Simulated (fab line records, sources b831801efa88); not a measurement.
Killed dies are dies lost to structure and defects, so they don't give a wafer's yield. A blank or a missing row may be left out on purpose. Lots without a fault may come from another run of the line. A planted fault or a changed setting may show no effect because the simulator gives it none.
Which tool did it? | flow gf180mcu | 13 lots, 39 wafers sampled, at 3 steps of a route of 602

WHAT THE GAUGES READ, wafer by wafer
GF_V5_THK_MEAS_01.
lot  | measured     | on            | V5_CVD_00_THK (nm)
L682 | day 26 09:56 | film_metro-03 | 307 307 304
L683 | day 26 17:15 | film_metro-03 | 305 301 305
L684 | day 27 05:11 | film_metro-03 | 299 302 298
L685 | day 27 12:49 | film_metro-02 | 303 309 304
L687 | day 27 22:49 | film_metro-01 | 301 301 299
L686 | day 28 03:55 | film_metro-01 | 298 293 301
L689 | day 28 15:10 | film_metro-03 | 310 296 303
L692 | day 29 14:30 | film_metro-03 | 300 298 298
L693 | day 29 22:01 | film_metro-02 | 301 306 301
L696 | day 30 17:52 | film_metro-03 | 297 295 298
L701 | day 32 00:50 | film_metro-01 | 299 300 299
L703 | day 32 11:31 | film_metro-01 | 300 296 300
L705 | day 33 02:12 | film_metro-02 | 302 301 305

WHICH TOOL RAN EACH LOT (tool, then ch and the chambers of the sampled wafers, then the start)
lot  | GF_V3_CVD_00                     | GF_M5_ETCH_09
L682 | hdpcvd-02 ch 0,1, day 21 10:28   | rie_diel-03 ch 1,2,3, day 26 09:11
L683 | hdpcvd-02 ch 0,1,2, day 21 20:23 | rie_diel-04 ch 0,2,3, day 26 16:29
L684 | hdpcvd-02 ch 0,1,2, day 22 09:30 | rie_diel-03 ch 1,2,3, day 27 04:26
L685 | hdpcvd-02 ch 0,1,2, day 22 19:03 | rie_diel-02 ch 0,1,3, day 27 12:05
L687 | hdpcvd-01 ch 0,1, day 23 06:35   | rie_diel-03 ch 2,3, day 27 22:05
L686 | hdpcvd-01 ch 0,2, day 23 10:04   | rie_diel-02 ch 0,1,3, day 28 03:11
L689 | hdpcvd-01 ch 0,1,2, day 24 00:39 | rie_diel-04 ch 0,3, day 28 14:26
L692 | hdpcvd-02 ch 0,1,2, day 25 02:56 | rie_diel-04 ch 0,2, day 29 13:41
L693 | hdpcvd-02 ch 0,1,2, day 25 11:20 | rie_diel-02 ch 0,1, day 29 21:11
L696 | hdpcvd-02 ch 0,1,2, day 26 09:01 | rie_diel-04 ch 2,3, day 30 17:08
L701 | hdpcvd-01 ch 0,1,2, day 27 20:28 | rie_diel-02 ch 2,3, day 32 00:05
L703 | hdpcvd-01 ch 1,2, day 28 09:53   | rie_diel-02 ch 0,1,3, day 32 10:26
L705 | hdpcvd-02 ch 0,1, day 29 02:17   | rie_diel-04 ch 0,1, day 33 01:20
- GF_V3_CVD_00: deposits SiO2, target thk 600 nm, time 100 s.
- GF_M5_ETCH_09: etches Si3N4 in CF4/O2, target depth 52 nm, time 11.6 s.

WHAT THE TOOLS THEMSELVES READ (means of the sampled wafers that have a number; where no wafer has one, the mark that the record gives instead)
GF_V3_CVD_00.
lot  | tool      | pressure_mtorr (mTorr)
L682 | hdpcvd-02 | 5.992
L683 | hdpcvd-02 | 5.993
L684 | hdpcvd-02 | 6.003
L685 | hdpcvd-02 | 5.995
L687 | hdpcvd-01 | 6.005
L686 | hdpcvd-01 | 6.006
L689 | hdpcvd-01 | 6.001
L692 | hdpcvd-02 | 5.997
L693 | hdpcvd-02 | 5.997
L696 | hdpcvd-02 | 6.016
L701 | hdpcvd-01 | 6.005
L703 | hdpcvd-01 | 6.004
L705 | hdpcvd-02 | 6.001

GF_M5_ETCH_09.
lot  | tool        | drypump_motor_current_A (A) | oes_product_au (a.u.) | throttle_valve_pct (%)
L682 | rie_diel-03 | 6.4                         | 0.983                 | 5.967
L683 | rie_diel-04 | 5.1                         | 0.997                 | 5.967
L684 | rie_diel-03 | 6.4                         | 0.995                 | 5.966
L685 | rie_diel-02 | 5.6                         | 1.009                 | 5.980
L687 | rie_diel-03 | 6.3                         | 0.992                 | 5.959
L686 | rie_diel-02 | 5.6                         | 0.990                 | 5.965
L689 | rie_diel-04 | 5.0                         | 0.995                 | 5.978
L692 | rie_diel-04 | 5.2                         | 0.992                 | 5.955
L693 | rie_diel-02 | 5.6                         | 1.003                 | 5.972
L696 | rie_diel-04 | 4.9                         | 0.999                 | 5.961
L701 | rie_diel-02 | 5.5                         | 0.998                 | 5.968
L703 | rie_diel-02 | 5.6                         | 1.003                 | 5.982
L705 | rie_diel-04 | 5.3                         | 1.000                 | 5.966

THE ANSWER, worked out from the rows above alone
Rule: what is usual is taken from the lots themselves. Put in order of their means at a reading, lots are off if they are a third of the lots or fewer, leave a main group of 4 or more, and stand apart from it by a gap of 3 or more times the standard deviation of the main group's means; of several such gaps the widest counts. A main group whose means are all the same, to the digits that the tables above print for the reading, isn't used. A lot without any number at a reading at which 4 lots or more have one is off too. The other lots that the step has rows for count as sound. The gauges are gone through in route order, then the tools' own readings, and for those a lot's mean is taken as printed above. The first step at which some lot is off is used, and at that step the reading that is off furthest; a lot without a number counts as furthest.
No lot is off at any reading shown: from this, nothing can be told.

WHAT THE SIMULATOR HAD PUT IN
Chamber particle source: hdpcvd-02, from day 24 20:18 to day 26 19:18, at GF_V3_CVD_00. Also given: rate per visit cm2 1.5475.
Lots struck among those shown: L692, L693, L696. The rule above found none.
